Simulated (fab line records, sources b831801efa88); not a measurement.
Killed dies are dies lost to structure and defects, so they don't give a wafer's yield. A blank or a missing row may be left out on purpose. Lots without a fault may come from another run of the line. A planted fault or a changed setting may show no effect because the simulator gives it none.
Which tool did it? | flow gf180mcu | 12 lots, 36 wafers sampled, at 5 steps of a route of 602

WHAT THE GAUGES READ, wafer by wafer
GF_SALICIDE_RS_MEAS_04: measures by four-point-probe. Usual: SALICIDE_TIN_RS 16.4 ohm/sq, standard deviation 0.38.
lot  | measured     | on            | SALICIDE_TIN_RS (ohm/sq) | flag
L133 | day 15 10:47 | film_metro-02 | 15.9 16.3 16.1           |
L134 | day 15 17:47 | film_metro-03 | 16.6 16.9 17.1           |
L137 | day 17 00:19 | film_metro-01 | 16.3 16.2 16.1           |
L138 | day 17 02:14 | film_metro-03 | 27.2 26.0 26.5           | OFF
L139 | day 17 13:29 | film_metro-01 | 26.6 26.4 26.4           | OFF
L142 | day 18 18:36 | film_metro-03 | 16.8 16.9 16.5           |
L148 | day 20 21:55 | film_metro-02 | 16.0 16.6 16.0           |
L151 | day 21 21:05 | film_metro-01 | 16.2 15.9 15.8           |
L152 | day 22 14:36 | film_metro-02 | 16.6 16.4 16.6           |
L153 | day 22 20:15 | film_metro-02 | 15.7 16.6 16.4           |
L154 | day 23 06:32 | film_metro-01 | 16.4 16.2 16.5           |
L155 | day 23 06:58 | film_metro-02 | 16.8 17.2 16.4           |

GF_SALICIDE_THK_MEAS_05: measures by xrf. Usual: SALICIDE_TIN_THK 20.0 nm, standard deviation 0.35.
lot  | measured     | on            | SALICIDE_TIN_THK (nm) | flag
L133 | day 15 10:55 | film_metro-02 | 20.4 20.2 20.2        |
L134 | day 15 17:54 | film_metro-03 | 20.3 19.8 19.5        |
L137 | day 17 00:25 | film_metro-01 | 20.2 19.6 19.7        |
L138 | day 17 02:21 | film_metro-03 | <0.0 <0.0 <0.0        | OFF
L139 | day 17 13:37 | film_metro-01 | <0.0 <0.0 <0.0        | OFF
L142 | day 18 18:43 | film_metro-03 | 19.7 19.7 19.7        |
L148 | day 20 22:01 | film_metro-02 | 20.5 19.9 20.5        |
L151 | day 21 21:12 | film_metro-01 | 19.6 19.9 19.6        |
L152 | day 22 14:43 | film_metro-02 | 19.9 20.0 20.0        |
L153 | day 22 20:22 | film_metro-02 | 21.0 20.4 20.3        |
L154 | day 23 06:39 | film_metro-01 | 19.8 19.6 19.6        |
L155 | day 23 07:05 | film_metro-02 | 20.0 19.6 20.5        |

GF_CONTACT_BOW_MEAS_05. Usual: CONTACT_BOW 65 um, standard deviation 7.
lot  | measured     | on            | CONTACT_BOW (um) | flag
L133 | day 15 11:53 | film_metro-01 | 69 49 70         |
L134 | day 15 18:47 | film_metro-01 | 67 77 69         |
L137 | day 17 01:20 | film_metro-03 | 64 72 70         |
L142 | day 18 19:37 | film_metro-01 | 61 61 70         |
L148 | day 20 22:55 | film_metro-01 | 56 62 72         |
L151 | day 21 22:17 | film_metro-04 | 53 68 55         |
L152 | day 22 15:37 | film_metro-03 | 61 60 57         |
L153 | day 22 21:16 | film_metro-04 | 77 61 61         |
L154 | day 23 07:39 | film_metro-03 | 59 63 70         |
L155 | day 23 08:10 | film_metro-01 | 64 69 72         |

WHICH TOOL RAN EACH LOT (tool, then ch and the chambers of the sampled wafers, then the start)
lot  | GF_SALICIDE_SPUTTER_02       | GF_SALICIDE_SPUTTER_03
L133 | pvd_sputter-01, day 15 10:44 | pvd_sputter-01, day 15 10:46
L134 | pvd_sputter-02, day 15 17:44 | pvd_sputter-02, day 15 17:46
L137 | pvd_sputter-01, day 17 00:14 | pvd_sputter-01, day 17 00:16
L138 | pvd_sputter-01, day 17 02:10 | pvd_sputter-01, day 17 02:12
L139 | pvd_sputter-03, day 17 13:26 | pvd_sputter-03, day 17 13:28
L142 | pvd_sputter-02, day 18 18:32 | pvd_sputter-02, day 18 18:33
L148 | pvd_sputter-01, day 20 21:50 | pvd_sputter-01, day 20 21:52
L151 | pvd_sputter-01, day 21 21:01 | pvd_sputter-01, day 21 21:03
L152 | pvd_sputter-03, day 22 14:33 | pvd_sputter-03, day 22 14:34
L153 | pvd_sputter-01, day 22 20:11 | pvd_sputter-01, day 22 20:13
L154 | pvd_sputter-03, day 23 06:29 | pvd_sputter-03, day 23 06:30
L155 | pvd_sputter-02, day 23 06:55 | pvd_sputter-02, day 23 06:56
- GF_SALICIDE_SPUTTER_02: material Co, target thk 10 nm, time 20 s.
- GF_SALICIDE_SPUTTER_03: material TiN, target thk 20 nm, time 16.7 s.

WHAT THE TOOLS THEMSELVES READ (means of the sampled wafers that have a number; where no wafer has one, the mark that the record gives instead)
GF_SALICIDE_SPUTTER_02. Usual: cathode_dc_power_W 999.97 W, standard deviation 0.18; chamber_pressure_pa 0.4000 Pa, standard deviation 0.00077; throttle_valve_pct 30.0 %, standard deviation 0.98.
lot  | tool           | cathode_dc_power_W (W) | chamber_pressure_pa (Pa) | throttle_valve_pct (%) | flag
L133 | pvd_sputter-01 | 1000.10                | 0.3997                   | 29.9                   |
L134 | pvd_sputter-02 | 999.87                 | 0.4001                   | 30.8                   |
L137 | pvd_sputter-01 | 1000.20                | 0.4001                   | 29.6                   |
L138 | pvd_sputter-01 | 999.98                 | 0.4004                   | 29.3                   |
L139 | pvd_sputter-03 | 1000.02                | 0.3993                   | 30.3                   |
L142 | pvd_sputter-02 | 999.81                 | 0.4005                   | 29.9                   |
L148 | pvd_sputter-01 | 999.87                 | 0.4004                   | 28.9                   |
L151 | pvd_sputter-01 | 999.99                 | 0.4001                   | 29.6                   |
L152 | pvd_sputter-03 | 999.94                 | 0.3999                   | 30.8                   |
L153 | pvd_sputter-01 | 1000.08                | 0.4001                   | 29.3                   |
L154 | pvd_sputter-03 | 1000.02                | 0.3999                   | 30.0                   |
L155 | pvd_sputter-02 | 999.92                 | 0.4003                   | 30.5                   |

GF_SALICIDE_SPUTTER_03. Usual: cathode_dc_power_W 6499.9 W, standard deviation 1.1; chamber_pressure_pa 0.4000 Pa, standard deviation 0.00081; throttle_valve_pct 30.0 %, standard deviation 0.98.
lot  | tool           | cathode_dc_power_W (W) | chamber_pressure_pa (Pa) | throttle_valve_pct (%) | flag
L133 | pvd_sputter-01 | 6499.2                 | 0.3999                   | 30.0                   |
L134 | pvd_sputter-02 | 6499.7                 | 0.3996                   | 30.7                   |
L137 | pvd_sputter-01 | 6500.0                 | 0.4001                   | 29.6                   |
L138 | pvd_sputter-01 | -                      | -                        | -                      | OFF
L139 | pvd_sputter-03 | -                      | -                        | -                      | OFF
L142 | pvd_sputter-02 | 6500.7                 | 0.4007                   | 30.0                   |
L148 | pvd_sputter-01 | 6500.3                 | 0.3999                   | 28.9                   |
L151 | pvd_sputter-01 | 6499.9                 | 0.3993                   | 29.6                   |
L152 | pvd_sputter-03 | 6500.6                 | 0.3995                   | 30.6                   |
L153 | pvd_sputter-01 | 6500.1                 | 0.4001                   | 29.5                   |
L154 | pvd_sputter-03 | 6500.0                 | 0.4004                   | 30.1                   |
L155 | pvd_sputter-02 | 6500.2                 | 0.3995                   | 30.3                   |

THE ANSWER, worked out from the rows above alone
Rule: a lot is off if the mean of its wafers that have a number lies more than 3 standard deviations from the usual mean. A lot without any number at a reading at which 4 lots or more have one is off too. The other lots that the step has rows for count as sound. The gauges are gone through in route order, then the tools' own readings, and for those a lot's mean is taken as printed above. The first step at which some lot is off is used, and at that step the reading that is off furthest; a lot without a number counts as furthest.
Off: L138, L139, at GF_SALICIDE_RS_MEAS_04 (SALICIDE_TIN_RS).
A tool fits if, at a process step before that reading, it ran every lot that is off, and no sound lot after the first of them. The gauges at GF_SALICIDE_RS_MEAS_04 aren't tried: what is off there is off at GF_SALICIDE_SPUTTER_03 too, on other tools, and a gauge's error can't cause that. None of those tried fits.

WHAT THE SIMULATOR HAD PUT IN
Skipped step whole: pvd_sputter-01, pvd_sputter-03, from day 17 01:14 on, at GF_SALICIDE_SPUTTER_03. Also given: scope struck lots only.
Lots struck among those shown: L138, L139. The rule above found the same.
